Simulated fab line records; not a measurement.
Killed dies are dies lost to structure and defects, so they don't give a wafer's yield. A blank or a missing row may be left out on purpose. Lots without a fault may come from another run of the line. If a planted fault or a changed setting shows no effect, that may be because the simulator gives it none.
Which tool did it? | flow sky130 | 42 wafers from 14 lots sampled at 7 of the route's 708 steps

WHAT THE GAUGES SHOWED, per wafer
SKY_FIELD_ISO_THK_MEAS_02.
lot  | measured    | on           | FIELD_ISO_OXIDATION_00_THK (nm)
L753 | day 1 21:38 | filmMetro-02 | 11.66 11.51 11.86
L754 | day 2 02:38 | filmMetro-03 | 12.30 12.28 12.25
L756 | day 2 12:46 | filmMetro-02 | 11.81 11.79 11.81
L757 | day 2 19:02 | filmMetro-03 | 12.06 12.12 12.09
L759 | day 3 05:16 | filmMetro-03 | 12.24 12.16 12.32
L766 | day 4 15:44 | filmMetro-02 | 11.88 11.54 11.64
L767 | day 4 19:55 | filmMetro-03 | 12.01 12.11 12.15
L768 | day 5 02:47 | filmMetro-03 | 12.01 12.07 11.80
L769 | day 5 07:07 | filmMetro-03 | 12.43 11.99 12.28
L770 | day 5 12:40 | filmMetro-03 | 12.19 12.02 12.24
L771 | day 5 16:58 | filmMetro-02 | 11.73 11.53 11.54
L772 | day 5 21:35 | filmMetro-03 | 12.32 11.99 12.03
L773 | day 6 01:38 | filmMetro-02 | 12.19 11.87 12.21
L774 | day 6 07:04 | filmMetro-03 | 11.69 11.44 11.62

SKY_FIELD_ISO_CD_MEAS_13: the cd target is 150 nm.
lot  | measured    | on       | cdNm (nm)
L753 | day 2 15:33 | cdSem-01 | 152.1 151.0 152.6
L754 | day 2 19:08 | cdSem-02 | 149.4 149.2 148.8
L756 | day 3 06:54 | cdSem-02 | 147.5 147.3 148.5
L757 | day 3 12:20 | cdSem-02 | 148.7 148.8 147.7
L759 | day 3 22:42 | cdSem-02 | 149.9 149.8 148.6
L766 | day 5 10:20 | cdSem-02 | 146.9 149.8 147.1
L767 | day 5 16:18 | cdSem-01 | 150.7 149.8 150.6
L768 | day 5 23:03 | cdSem-01 | 150.7 151.5 152.1
L769 | day 6 03:20 | cdSem-01 | 151.5 149.0 150.8
L770 | day 6 09:49 | cdSem-01 | 150.5 152.0 151.3
L771 | day 6 13:34 | cdSem-01 | 150.4 150.8 150.7
L772 | day 6 18:50 | cdSem-01 | 152.3 152.5 152.7
L773 | day 7 00:14 | cdSem-01 | 152.2 153.3 153.2
L774 | day 7 05:11 | cdSem-01 | 147.7 147.6 147.5

SKY_PWDE_OVL_MEAS_07.
lot  | measured    | on         | PWDE_OVL (nm)
L753 | day 4 08:53 | overlay-02 | -0.7 -1.4 -0.3
L754 | day 4 12:38 | overlay-02 | -1.3 -0.6 -0.5
L756 | day 4 23:45 | overlay-01 | -1.5 0.7 -0.5
L757 | day 5 04:17 | overlay-01 | -0.9 -0.2 -1.6
L759 | day 5 17:47 | overlay-01 | 0.9 -0.7 0.3
L766 | day 7 08:32 | overlay-02 | -0.3 0.5 1.1
L767 | day 7 13:36 | overlay-01 | -1.8 -1.4 0.0
L768 | day 7 19:35 | overlay-02 | -1.7 0.7 -0.3
L769 | day 8 03:56 | overlay-02 | -0.9 0.4 0.5
L770 | day 8 10:38 | overlay-01 | -2.4 0.0 -1.4
L771 | day 8 17:05 | overlay-02 | 1.1 0.1 -0.7
L772 | day 8 20:05 | overlay-02 | -0.2 0.8 0.9
L773 | day 8 23:20 | overlay-02 | 0.3 0.6 0.4
L774 | day 9 04:38 | overlay-01 | 0.7 -0.2 -0.5

SKY_VT_ADJUST_LVTN_OVL_MEAS_18.
lot  | measured     | on         | VT_ADJUST_LVTN_01_OVL (nm)
L753 | day 8 06:08  | overlay-01 | 0.0 -1.9 -2.3
L754 | day 8 12:59  | overlay-01 | -0.8 2.2 -0.8
L756 | day 9 01:18  | overlay-02 | - - -
L757 | day 9 08:47  | overlay-01 | - - -
L759 | day 10 00:38 | overlay-02 | -1.9 0.4 -0.8
L766 | day 11 23:41 | overlay-01 | -0.3 0.5 1.1
L767 | day 12 04:38 | overlay-02 | 0.1 -0.1 -2.5
L768 | day 12 11:26 | overlay-02 | -1.9 -2.5 -1.4
L769 | day 12 23:59 | overlay-01 | 0.5 0.9 1.3
L770 | day 13 08:33 | overlay-01 | 1.7 1.5 0.0
L771 | day 13 14:26 | overlay-02 | -0.9 -2.6 -2.0
L772 | day 13 16:50 | overlay-02 | -0.1 -1.0 0.1
L773 | day 13 22:29 | overlay-01 | 0.2 -0.3 1.5
L774 | day 15 09:17 | overlay-01 | 1.4 0.9 -1.1

SKY_VT_ADJUST_NCORE_TW_MEAS_11.
lot  | measured     | on           | VT_ADJUST_NCORE_TW
L753 | day 9 03:03  | filmMetro-04 | 222.0 221.8 222.1
L754 | day 9 11:05  | filmMetro-03 | 214.9 216.8 216.6
L756 | day 10 00:01 | filmMetro-04 | 253.8 253.5 253.3
L757 | day 10 07:53 | filmMetro-03 | 247.2 246.9 245.8
L759 | day 10 22:57 | filmMetro-03 | 215.0 216.0 214.3
L766 | day 13 00:51 | filmMetro-03 | 215.2 216.0 215.6
L767 | day 13 06:39 | filmMetro-02 | 220.5 221.5 220.2
L768 | day 13 12:21 | filmMetro-02 | 222.1 221.3 222.0
L769 | day 14 01:17 | filmMetro-04 | 222.5 222.3 223.8
L770 | day 14 10:13 | filmMetro-02 | 221.3 220.2 221.1
L771 | day 14 16:49 | filmMetro-04 | 221.5 221.1 223.2
L772 | day 14 18:31 | filmMetro-03 | 216.0 216.0 216.6
L773 | day 15 01:39 | filmMetro-03 | 216.1 215.6 214.9
L774 | day 16 13:27 | filmMetro-04 | 219.3 219.4 220.3

SKY_VT_ADJUST_HVTR_TW_MEAS_11.
lot  | measured     | on           | VT_ADJUST_HVTR_TW
L753 | day 10 01:22 | filmMetro-02 | 213.9 214.9 214.5
L754 | day 10 09:08 | filmMetro-04 | 214.4 213.7 215.0
L756 | day 10 22:40 | filmMetro-02 | 246.3 247.0 245.8
L757 | day 11 06:29 | filmMetro-01 | 247.7 247.2 247.4
L759 | day 11 22:54 | filmMetro-01 | 213.0 214.2 214.0
L766 | day 14 02:06 | filmMetro-04 | 216.0 214.3 215.0
L767 | day 14 07:43 | filmMetro-01 | 216.4 216.1 216.4
L768 | day 14 14:04 | filmMetro-02 | 213.7 213.3 213.5
L769 | day 15 03:38 | filmMetro-01 | 214.4 215.6 215.6
L770 | day 15 13:13 | filmMetro-01 | 215.5 215.4 215.0
L771 | day 15 20:31 | filmMetro-04 | 215.4 216.2 215.5
L772 | day 15 21:50 | filmMetro-01 | 215.2 215.8 215.4
L773 | day 16 05:38 | filmMetro-04 | 212.3 213.3 214.1
L774 | day 17 19:27 | filmMetro-02 | 213.1 214.1 212.5

WHAT TOOL EACH LOT RAN ON (gives the tool, then ch and the chambers of the sampled wafers, and finally the start)
lot  | SKY_VT_ADJUST_LVTN_COAT_13
L753 | lithoTrack-03 ch 0, day 7 20:16
L754 | lithoTrack-02 ch 0, day 8 02:44
L756 | lithoTrack-01, day 8 14:52
L757 | lithoTrack-01, day 8 22:14
L759 | lithoTrack-03 ch 0, day 9 13:13
L766 | lithoTrack-01 ch 0, day 11 11:50
L767 | lithoTrack-03 ch 0, day 11 16:57
L768 | lithoTrack-03 ch 0, day 11 23:09
L769 | lithoTrack-03 ch 0, day 12 11:23
L770 | lithoTrack-03 ch 0, day 12 19:50
L771 | lithoTrack-01 ch 0, day 13 01:53
L772 | lithoTrack-03 ch 0, day 13 04:11
L773 | lithoTrack-01 ch 0, day 13 09:47
L774 | lithoTrack-02 ch 0, day 14 19:35
- SKY_VT_ADJUST_LVTN_COAT_13: resist thk 1140 nm.

WHAT THE TOOLS THEMSELVES READ (means of the sampled wafers that have a number; where no wafer has one, the mark that the record gives instead)
SKY_VT_ADJUST_LVTN_COAT_13.
lot  | tool          | chillPlateTempC (C) | dispensePressureKPa (kPa) | resistLineTempC (C)
L753 | lithoTrack-03 | 23.02               | 51.5                      | 22.92
L754 | lithoTrack-02 | 23.09               | 45.7                      | 22.93
L756 | lithoTrack-01 | -                   | -                         | -
L757 | lithoTrack-01 | -                   | -                         | -
L759 | lithoTrack-03 | 23.11               | 51.5                      | 22.91
L766 | lithoTrack-01 | 22.97               | 45.2                      | 22.80
L767 | lithoTrack-03 | 23.00               | 51.5                      | 22.98
L768 | lithoTrack-03 | 22.95               | 51.5                      | 22.99
L769 | lithoTrack-03 | 22.93               | 51.5                      | 22.95
L770 | lithoTrack-03 | 23.07               | 51.5                      | 22.96
L771 | lithoTrack-01 | 22.87               | 45.3                      | 23.05
L772 | lithoTrack-03 | 23.06               | 51.5                      | 23.03
L773 | lithoTrack-01 | 23.18               | 45.3                      | 22.96
L774 | lithoTrack-02 | 23.10               | 45.7                      | 23.06

THE ANSWER, worked out from the rows above alone
Rule: the lots themselves supply what counts as usual. Put in order of their means at a reading, lots are off if they are a third of the lots or fewer, leave a main group of 4 or more, and stand apart from it by a gap of 3 or more times the standard deviation of the main group's means; of several such gaps the widest counts. If all means in a main group match to the digits the tables above print for the reading, that group is not used. Also off: a lot with no number at a reading for which 4 or more lots have one. Where the step has rows for the other lots, those lots are counted as sound. The gauges are gone through in route order, then the tools' own readings, and for those a lot's mean is taken as printed above. At the first step where some lot is off, the reading lying furthest off is the one used; lots without a number count as furthest.
Off: L756, L757, at SKY_VT_ADJUST_LVTN_OVL_MEAS_18 (VT_ADJUST_LVTN_01_OVL). Without a number there: L756, L757. The main group has a mean of -0.3 nm with a standard deviation of 1.
If a tool, at a process step before that reading, ran all the lots that are off and no sound lot after the first of them, it fits. Not tried: the gauges at SKY_VT_ADJUST_LVTN_OVL_MEAS_18; whatever is off there is also off at SKY_VT_ADJUST_NCORE_TW_MEAS_11, on other tools, and gauge error can't account for it. No candidate that was tried fits.

WHAT WAS PUT IN BY THE SIMULATOR
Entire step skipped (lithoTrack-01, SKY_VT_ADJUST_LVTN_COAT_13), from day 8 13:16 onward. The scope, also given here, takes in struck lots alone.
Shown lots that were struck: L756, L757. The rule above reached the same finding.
